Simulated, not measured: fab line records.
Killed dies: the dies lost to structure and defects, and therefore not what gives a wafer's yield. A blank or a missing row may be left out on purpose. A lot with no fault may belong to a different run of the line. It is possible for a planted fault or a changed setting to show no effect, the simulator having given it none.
Tool commonality check -- flow gf180mcu -- Sampled: 12 lots, 39 wafers

WHY THIS WAS OPENED
GF_HV_LDD_THK_MEAS_55, reading HV_LDD_CVD_54_THK: flagged on 1 of 12 lots. Fault-free wafers read 10.03 nm, with a standard deviation of 0.13.
Rule: a lot is flagged when every wafer of it that has a number lies more than 4 standard deviations from that mean, or none has a number. As for the other lots, they are considered sound.

lot,measured,on,"HV_LDD_CVD_54_THK (nm), wafer by wafer",flag
L617,day 12 23:22,filmMetro-04,9.88 9.99 9.85,
L616,day 13 00:01,filmMetro-02,10.01 10.08 9.96,
L622,day 14 19:41,filmMetro-02,10.25 10.23 10.25,
L624,day 15 17:35,filmMetro-02,12.12 12.10 12.09 12.17 12.11 12.07,FLAGGED
L629,day 17 00:27,filmMetro-01,10.02 9.95 9.96,
L631,day 17 21:20,filmMetro-02,10.16 10.17 10.27,
L633,day 18 11:15,filmMetro-02,10.04 10.15 9.96,
L634,day 18 16:37,filmMetro-02,10.04 10.13 9.95,
L635,day 19 07:53,filmMetro-02,9.87 9.98 9.85,
L636,day 19 09:02,filmMetro-04,9.89 9.96 9.93,
L637,day 19 18:42,filmMetro-02,9.83 9.91 9.98,
L638,day 20 02:30,filmMetro-04,9.94 9.82 9.87,
The numbers of the flagged lots are 12.11 nm on average: +2.08 nm against the usual, or +16 standard deviations.

TOOL THAT RAN EACH LOT
The record holds 1 process step before the reading, out of a route of 602 steps. Read each cell as the tool, then ch plus the chambers that the sampled wafers visited, then the start.
lot,flag,GF_HV_LDD_CVD_54
L617,,"lpcvd-01 ch 0, day 12 22:20"
L616,,"lpcvd-02 ch 0, day 12 23:00"
L622,,"lpcvd-02 ch 0, day 14 18:40"
L624,FLAGGED,"lpcvd-02 ch 0, day 15 16:34"
L629,,"lpcvd-01 ch 1, day 16 23:24"
L631,,"lpcvd-01 ch 1, day 17 20:19"
L633,,"lpcvd-01 ch 1, day 18 10:13"
L634,,"lpcvd-01 ch 0, day 18 15:35"
L635,,"lpcvd-02 ch 0, day 19 06:52"
L636,,"lpcvd-02 ch 1, day 19 08:00"
L637,,"lpcvd-02 ch 0, day 19 17:40"
L638,,"lpcvd-02 ch 0, day 20 01:29"
These steps, and what they do:
- GF_HV_LDD_CVD_54: deposits SiO2 from TEOS, target thk 10 nm, time 75 s.
- GF_HV_LDD_THK_MEAS_55

FLAGGED OVER TOTAL, TOOL BY TOOL (the gauges that took the reading come last)
step,tool,lots run,flagged,share of the flagged lots,sound lots run after its first flagged lot
GF_HV_LDD_CVD_54,lpcvd-01,5,0,none,-
GF_HV_LDD_CVD_54,lpcvd-02,7,1,all,"4 (L635,L636,L637,L638)"
GF_HV_LDD_THK_MEAS_55,filmMetro-01,1,0,none,-
GF_HV_LDD_THK_MEAS_55,filmMetro-02,8,1,all,"5 (L631,L633,L634,L635,L637)"
GF_HV_LDD_THK_MEAS_55,filmMetro-04,3,0,none,-

THE TABLE: WHAT IT ALLOWS
Table rows that saw every flagged lot: 2, namely lpcvd-02 at GF_HV_LDD_CVD_54 and filmMetro-02 at GF_HV_LDD_THK_MEAS_55.
- lpcvd-02 at GF_HV_LDD_CVD_54: 1 of its 7 lots flagged. Sound lots followed the first flagged one (L635, L636, L637, L638) on it, something a lasting fault affecting the whole tool could not allow. Its own readings (spikeTcBottomC, spikeTcCentreC, spikeTcLowerC, spikeTcUpperC) fall more than 4 standard deviations out on all wafers of the flagged lots.
- filmMetro-02 at GF_HV_LDD_THK_MEAS_55: 1 of its 8 lots flagged. Sound lots followed the first flagged one (L631, L633, L634, L635, L637) on it, something a lasting fault affecting the whole tool could not allow.
No row of the table ran every flagged lot and no sound lot after the first.

WHAT WAS PUT IN BY THE SIMULATOR
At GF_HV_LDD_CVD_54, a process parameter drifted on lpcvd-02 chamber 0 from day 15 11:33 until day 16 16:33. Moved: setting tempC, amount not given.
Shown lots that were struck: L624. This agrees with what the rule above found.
